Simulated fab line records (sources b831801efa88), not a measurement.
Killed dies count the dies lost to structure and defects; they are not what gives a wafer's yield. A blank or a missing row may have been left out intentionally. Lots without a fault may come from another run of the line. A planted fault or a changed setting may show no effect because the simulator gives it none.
Code-filled problem report in 8D (eight disciplines) form + flow sky130 + the parts of the form that need people (team, actions taken, sign-off) are left out

## 1. WHAT IS WRONG
Wafers without a fault read 6500.1 W with a standard deviation of 1.1, while cathode dc power W at SKY_METAL4_SPUTTER_04 averages 6243.5 W across 2 wafers of 1 lot. So: -99 or more standard deviations from the usual mean.
The step: material TiN, target thk 70 nm, time 58.3 s.
Seen first at day 42 17:16 on pvd sputter-04, wafer L177.2. The record has a number at this step for 36 wafers belonging to 12 lots. Rule for "out" (also "out of limits"): further than 4 standard deviations from the usual mean. All remaining wafers that have a number are taken as sound.

## 2. WHAT IT IS; WHAT IT IS NOT
| question                    | is                 | is not                                                                          |
|-----------------------------|--------------------|---------------------------------------------------------------------------------|
| which readings at this step | cathode dc power W | throttle valve pct                                                              |
| which lots                  | L177               | L166, L168, L170, L171, L172, L174, L175, L176, L187, L188, L189                |
| which wafers of those lots  | L177.2, L177.5     | L177.3                                                                          |
| read on which tools         | pvd sputter-04     | pvd sputter-01, pvd sputter-03                                                  |
| when                        | from day 42 17:16  | up to then (25 sound wafers); but 9 sound wafers of L187, L188, L189 came after |

## 3. SUSPECTS, AND WHAT RULES EACH OUT
Counting: a tool at a process step up to the reading stays a suspect if it ran every lot that is out. Sound lots after the first of them don't rule it out here, since some wafers of a struck lot are sound.
- plasma asher-02 at SKY_VIA3_STRIP_16 (strips in O2/N2): kept. It ran the lot that is out, L177 (day 42 15:54); its last sound lot up to then is L175 (day 42 04:50).
- pvd sputter-04 at SKY_METAL4_SPUTTER_04 (material TiN, target thk 70 nm, time 58.3 s): kept. It ran the lot that is out, L177 (day 42 17:16); its last sound lot up to then is L176 (day 42 10:50). Out on those wafers are its own readings of cathode dc power W.
Remaining after the count are plasma asher-02 at SKY_VIA3_STRIP_16 and pvd sputter-04 at SKY_METAL4_SPUTTER_04.

## 4. THE CAUSE (what the simulator had put in)
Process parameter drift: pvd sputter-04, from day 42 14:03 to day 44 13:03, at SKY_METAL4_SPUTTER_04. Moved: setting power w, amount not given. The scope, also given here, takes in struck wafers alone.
2 suspects survive the count, and this tool is in that group.

## 5. SEQUENCE OF EFFECTS, ordered by route
One row per reading whose mean, taken over the struck wafers that have a number, lies over 3 standard deviations from the usual. Only readings whose record carries a usual standard deviation are examined. hours: median over the lots of the time between each lot's start at the first step of this table that gives one and its start at this step. sigmas: the change, counted in usual standard deviations.
| hours | step                  | reading            | usual    | on struck wafers | change | sigmas      |
|-------|-----------------------|--------------------|----------|------------------|--------|-------------|
| 0     | SKY_METAL4_SPUTTER_04 | cathode dc power W | 6500.1 W | 6243.5           | -256.6 | -99 or more |
It contains these process steps:
- SKY_METAL4_SPUTTER_04: material TiN, target thk 70 nm, time 58.3 s.

## 6. HOW IT WOULD HAVE BEEN CAUGHT EARLIER
The fault began at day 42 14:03; the first out-of-limits reading in this record came at day 42 17:16, 3 hours later.
